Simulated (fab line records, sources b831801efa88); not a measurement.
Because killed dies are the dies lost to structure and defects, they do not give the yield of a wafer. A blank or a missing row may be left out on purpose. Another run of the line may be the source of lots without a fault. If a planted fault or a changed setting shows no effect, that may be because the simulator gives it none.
Comparing a struck lot with a sound one / flow gf180mcu / 16 out of 602 route steps
Sound: wafers L353.1, L353.2, L353.6. Wafers struck: L365.1, L365.2, L365.4. The cause is given at the end.
At each step with rows: each side's tool, then ch and its chambers, then its first start. Under that, the readings that differ: sound wafers / struck wafers / difference of the means / sigmas: that difference in standard deviations of wafers without a fault.
alike: words and numbers the same on both sides, and readings whose means are apart by under 2 such deviations; not compared: readings that were withheld, readings missing a value for some wafer, numbers with overlapping values and no deviation given by the record, and bounds like >300 which may hide the same value.
The two part at a step that has a row with sigmas, a row that says differs or no value, or rows on one side only. Numbers that have no deviation but don't overlap get no sigmas and don't part them. A reading missing from all wafers of one side parts the sides only when that side holds two or more wafers.

first, 1 step without rows for these wafers: GF_V4_CVD_23 (deposits W, target thk 350 nm, time 104.9 s).
GF_V4_RS_MEAS_24: uses a four-point probe to measure.
  sound on film_metro-01, day 28 02:26; struck on film_metro-04, day 31 10:43
  alike: V4_W_RS
GF_V4_THK_MEAS_25: measures by xrf.
  sound on film_metro-01, day 28 02:33; struck on film_metro-04, day 31 10:50
  alike: V4_W_THK
then, 1 step without rows for these wafers: GF_V4_CMP_26 (polishes, stops on SiO2, t overpolish 15 s, target thk 0 nm).
GF_MIM_SPUTTER_00: material Ti, target thk 37.5 nm, time 150 s.
  sound on pvd_sputter-02, day 28 02:55; struck on pvd_sputter-03, day 31 11:12
  alike: throttle_valve_pct
then, 1 step without rows for these wafers: GF_MIM_SPUTTER_01 (material TiN, target thk 30 nm, time 25 s).
GF_MIM_SPUTTER_02: material AlCu, target thk 450 nm, time 23.9 s.
  sound on pvd_sputter-02, day 28 03:02; struck on pvd_sputter-03, day 31 11:20
  alike: throttle_valve_pct
GF_MIM_SPUTTER_03: material Ti, target thk 10 nm, time 6.7 s.
  sound on pvd_sputter-02, day 28 03:04; struck on pvd_sputter-03, day 31 11:22
  alike: throttle_valve_pct
GF_MIM_SPUTTER_04: material TiN, target thk 50 nm, time 41.7 s.
  sound on pvd_sputter-02, day 28 03:05; struck on pvd_sputter-03, day 31 11:23
  alike: throttle_valve_pct
then, 1 step without rows for these wafers: GF_MIM_CVD_05 (deposits Si3N4, target thk 42 nm, time 29.086 s).
GF_MIM_THK_MEAS_06:
  sound on film_metro-01, day 28 03:10; struck on film_metro-01, day 31 11:27
  alike: MIM_CVD_05_THK
then, 1 step without rows for these wafers: GF_MIM_SPUTTER_07 (material TiN, target thk 60 nm, time 50 s).
GF_MIM_SPUTTER_08: material AlCu, target thk 200 nm, time 10.6 s.
  sound on pvd_sputter-03, day 28 03:16; struck on pvd_sputter-02, day 31 11:34
reading=model.AlCu_of_MIM_SPUTTER_08.thk_nm (nm); sound=202.6 200 203.2; struck=135.1 136.1 135.5; difference=-66.4; sigmas=
  alike: throttle_valve_pct
GF_MIM_SPUTTER_09: material TiN, target thk 35 nm, time 29.2 s.
  sound on pvd_sputter-03, day 28 03:17; struck on pvd_sputter-02, day 31 11:35
  alike: throttle_valve_pct
GF_MIM_RS_MEAS_10: uses a four-point probe to measure.
  sound on film_metro-04, day 28 03:19; struck on film_metro-02, day 31 11:55
reading=MIM_ALCU_RS (ohm/sq); sound=0.1583 0.1605 0.1577; struck=0.2426 0.2400 0.2417; difference=+0.0826; sigmas=+46
  not compared: hold
GF_PASSIVATION_PROBE_99:
  sound wafers here have rows in the record (prober-01, day 32 07:06); struck ones have none

WHERE THEY PART
At GF_MIM_RS_MEAS_10 first; at GF_PASSIVATION_PROBE_99 last (within this record only).

WHY: the cause the simulator had injected
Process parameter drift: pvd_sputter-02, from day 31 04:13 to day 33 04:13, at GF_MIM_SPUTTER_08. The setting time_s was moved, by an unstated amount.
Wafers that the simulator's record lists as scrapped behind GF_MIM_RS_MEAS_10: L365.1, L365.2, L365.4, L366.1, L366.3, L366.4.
